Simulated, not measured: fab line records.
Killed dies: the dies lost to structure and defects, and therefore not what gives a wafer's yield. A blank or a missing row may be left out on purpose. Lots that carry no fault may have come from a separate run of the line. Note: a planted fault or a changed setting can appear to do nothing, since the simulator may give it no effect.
Which tool was responsible? ; flow sky130 ; at 1 step of a route of 708, 24 lots with 72 wafers sampled

WHAT EACH GAUGE READ, for each wafer
SKY_CONTACT_BOW_MEAS_05.
lot;measured;on;CONTACT_BOW (um)
L074;day 30 01:27;film-metro-01;68 80 69
L075;day 30 11:44;film-metro-01;85 81 85
L076;day 31 20:31;film-metro-03;85 89 77
L078;day 31 22:23;film-metro-03;81 89 81
L077;day 31 23:03;film-metro-01;69 60 73
L079;day 32 00:54;film-metro-02;83 76 86
L080;day 32 08:45;film-metro-01;76 80 73
L081;day 33 05:31;film-metro-01;63 79 80
L082;day 33 06:24;film-metro-03;75 83 85
L083;day 33 09:41;film-metro-02;79 85 83
L084;day 33 15:13;film-metro-02;81 86 91
L085;day 33 23:18;film-metro-01;86 81 79
L086;day 34 04:01;film-metro-03;75 66 67
L087;day 34 17:36;film-metro-02;68 85 72
L088;day 35 01:59;film-metro-01;65 83 74
L089;day 35 09:21;film-metro-02;86 82 73
L090;day 35 17:22;film-metro-02;97 86 86
L091;day 36 02:01;film-metro-02;83 86 85
L092;day 36 03:34;film-metro-02;84 83 93
L093;day 36 21:45;film-metro-03;84 82 80
L094;day 36 23:05;film-metro-03;80 90 77
L095;day 37 06:10;film-metro-01;81 79 74
L097;day 38 18:05;film-metro-03;65 82 81
L096;day 38 20:32;film-metro-01;74 76 69

WHAT TOOL EACH LOT RAN ON (gives the tool, then ch and the chambers of the sampled wafers, and finally the start)
There is no process step in the record ahead of these readings.

AS READ BY THE TOOLS THEMSELVES (means over the sampled wafers that have a number; for cases with no such wafer, the mark the record gives instead)
The record holds no such reading with a usual standard deviation.

THE ANSWER, worked out from the rows above alone
Rule: the usual values come from the lots themselves. Put in order of their means at a reading, lots are off if they are a third of the lots or fewer, leave a main group of 4 or more, and stand apart from it by a gap of 3 or more times the standard deviation of the main group's means; of several such gaps the widest counts. If all means in a main group match to the digits the tables above print for the reading, that group is not used. Also off: a lot with no number at a reading for which 4 or more lots have one. Any other lot the step has rows for is counted as sound. Order of review: gauges by route order, followed by the tools' own readings, for which a lot's mean as printed above is used. At the first step where some lot is off, the reading lying furthest off is the one used; lots without a number count as furthest.
Across all readings shown, no lot is off: no conclusion can be drawn from this.

WHAT THE SIMULATOR HAD PUT IN
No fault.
